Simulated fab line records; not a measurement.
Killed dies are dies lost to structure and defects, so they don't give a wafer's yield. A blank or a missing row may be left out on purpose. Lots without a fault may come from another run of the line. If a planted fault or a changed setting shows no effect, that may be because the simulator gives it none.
What tool caused it?    flow sky130    13 lots with 39 wafers sampled at 2 steps, on a route of 708 steps

## WHAT THE GAUGES SHOWED, per wafer
SKY_VIA4_BOW_MEAS_03.
lot   measured      on             VIA4_BOW (um)
L804  day 41 18:41  film metro-02  90 90 89
L805  day 41 19:49  film metro-01  87 74 87
L806  day 42 18:28  film metro-03  86 81 79
L807  day 42 19:01  film metro-02  81 79 77
L808  day 42 20:51  film metro-02  76 93 87
L809  day 43 05:22  film metro-02  77 76 86
L811  day 44 02:06  film metro-03  78 89 86
L812  day 44 02:25  film metro-01  70 71 75
L813  day 44 11:58  film metro-01  79 71 78
L815  day 44 21:07  film metro-01  74 75 89
L817  day 45 15:21  film metro-03  73 84 91
L819  day 46 05:40  film metro-01  93 88 72
L820  day 46 07:29  film metro-01  81 89 72

## WHICH TOOL RAN EACH LOT (tool, then ch and the chambers of the sampled wafers, then the start)
lot   SKY_FIELD_ISO_WET_ETCH_29
L804  wet bench-03 ch 0, day 2 12:23
L805  wet bench-03 ch 0, day 2 13:53
L806  wet bench-03 ch 0, day 2 18:38
L807  wet bench-01 ch 2, day 3 01:19
L808  wet bench-03 ch 1, day 3 06:56
L809  wet bench-01 ch 0, day 3 11:58
L811  wet bench-04 ch 2, day 4 00:18
L812  wet bench-01 ch 2, day 4 05:34
L813  wet bench-03 ch 1, day 4 10:55
L815  wet bench-01 ch 1, day 4 18:32
L817  wet bench-01 ch 0, day 5 06:13
L819  wet bench-01 ch 3, day 5 15:18
L820  wet bench-01 ch 3, day 5 23:01
- SKY_FIELD_ISO_WET_ETCH_29: etches Si3N4 in H3PO4, target depth 160 nm, time 1825 s.

## WHAT THE TOOLS THEMSELVES READ (means of the sampled wafers that have a number; where no wafer has one, the mark that the record gives instead)
The record holds no such reading with a usual standard deviation.

## THE ANSWER, worked out from the rows above alone
Rule: the usual values come from the lots themselves. Put in order of their means at a reading, lots are off if they are a third of the lots or fewer, leave a main group of 4 or more, and stand apart from it by a gap of 3 or more times the standard deviation of the main group's means; of several such gaps the widest counts. If all means in a main group match to the digits the tables above print for the reading, that group is not used. Also off: a lot with no number at a reading for which 4 or more lots have one. The other lots that the step has rows for count as sound. First the gauges in route order, then the tools' own readings, where a lot's mean is used as printed above. The first step at which some lot is off is used, and at that step the reading that is off furthest; a lot without a number counts as furthest.
Nothing can be told from this: no lot is off at any reading shown.

## WHAT THE SIMULATOR HAD PUT IN
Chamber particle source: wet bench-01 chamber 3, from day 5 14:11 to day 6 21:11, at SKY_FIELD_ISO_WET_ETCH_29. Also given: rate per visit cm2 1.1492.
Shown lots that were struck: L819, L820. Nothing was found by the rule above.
